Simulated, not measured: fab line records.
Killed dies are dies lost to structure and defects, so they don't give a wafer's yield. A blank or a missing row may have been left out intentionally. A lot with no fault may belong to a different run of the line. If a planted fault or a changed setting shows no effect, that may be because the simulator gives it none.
Which tool was responsible? | flow gf180mcu | Sampling: 14 lots, 42 wafers, 2 of 602 route steps

== WHAT THE GAUGES READ, wafer by wafer ==
GF_HV_LDD_OVL_MEAS_47. Usual: HV_LDD_03_OVL gives 0.1 nm (standard deviation 1.5).
lot  | measured     | on         | HV_LDD_03_OVL (nm)                        | flag
L899 | day 12 09:43 | overlay-01 | 1.0 -0.1 0.2                              | 
L900 | day 12 19:21 | overlay-02 | -2.4 -2.4 -1.2                            | 
L901 | day 13 05:49 | overlay-01 | -1.5 -2.9 -2.4                            | 
L903 | day 14 01:31 | overlay-01 | 0.8 0.6 1.8                               | 
L906 | day 14 16:01 | overlay-02 | -1.5 -0.5 -0.9                            | 
L907 | day 14 20:04 | overlay-01 | 0.6 0.0 1.1                               | 
L908 | day 15 06:07 | overlay-02 | 0.9 0.2 0.0                               | 
L909 | day 15 18:41 | overlay-02 | 1.3 -1.5 -0.8                             | 
L914 | day 17 09:01 | overlay-01 | 0.2 1.8 -0.8                              | 
L916 | day 18 05:20 | overlay-02 | -108.1 -107.0 -107.7 -108.0 -106.9 -107.7 | OFF
L918 | day 18 18:53 | overlay-01 | -104.3 -103.5 -104.2 -104.3 -103.6 -104.3 | OFF
L920 | day 19 07:40 | overlay-02 | -1.7 -3.5 -2.9                            | 
L921 | day 20 01:50 | overlay-01 | 4.6 1.3 1.2                               | 
L922 | day 20 10:49 | overlay-01 | 0.6 0.8 2.4                               | 

== WHICH TOOL RAN EACH LOT (tool, then ch and the chambers of the sampled wafers, then the start) ==
lot  | GF_HV_LDD_EXPOSE_43
L899 | ilineStepper-02 ch 0, day 12 00:14
L900 | ilineStepper-02 ch 0, day 12 09:57
L901 | ilineStepper-02 ch 0, day 12 19:45
L903 | ilineStepper-01 ch 0, day 13 15:48
L906 | ilineStepper-01 ch 0, day 14 06:03
L907 | ilineStepper-01 ch 0, day 14 09:51
L908 | ilineStepper-02 ch 0, day 14 19:44
L909 | ilineStepper-01 ch 0, day 15 08:25
L914 | ilineStepper-01 ch 0, day 16 21:23
L916 | ilineStepper-01 ch 0, day 17 18:03
L918 | ilineStepper-01 ch 0, day 18 06:33
L920 | ilineStepper-02 ch 0, day 18 19:26
L921 | ilineStepper-02 ch 0, day 19 13:59
L922 | ilineStepper-02 ch 0, day 19 23:14
- GF_HV_LDD_EXPOSE_43: exposes mask Pplus HV AREA, target cd 400 nm.

== AS READ BY THE TOOLS THEMSELVES (means over the sampled wafers that have a number; for cases with no such wafer, the mark the record gives instead) ==
The record holds no such reading with a usual standard deviation.

== THE ANSWER, worked out from the rows above alone ==
Rule: a lot counts as off when the mean over its wafers that have a number is more than 3 standard deviations away from the usual mean. A lot without any number at a reading at which 4 lots or more have one is off too. Any other lot the step has rows for is counted as sound. Order of review: gauges by route order, followed by the tools' own readings, for which a lot's mean as printed above is used. The first step at which some lot is off is used, and at that step the reading that is off furthest; a lot without a number counts as furthest.
Off: at GF_HV_LDD_OVL_MEAS_47 (HV_LDD_03_OVL), L916, L918.
A tool fits if, at a process step before that reading, it ran every lot that is off, and no sound lot after the first of them. The gauges at GF_HV_LDD_OVL_MEAS_47 are tried like those tools. One candidate fits, namely ilineStepper-01 at GF_HV_LDD_EXPOSE_43. Its last sound lot is L914 (day 16 21:23), its first lot that is off L916 (day 17 18:03): a fault that began between those two fits.

== WHAT THE SIMULATOR PUT IN ==
Scanner matching overlay: ilineStepper-01, from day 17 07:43 on, at GF_HV_LDD_EXPOSE_43. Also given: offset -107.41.
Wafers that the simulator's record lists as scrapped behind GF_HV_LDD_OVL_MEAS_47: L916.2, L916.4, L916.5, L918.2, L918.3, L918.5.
Struck lots among those shown: L916, L918. The rule above reached the same finding.
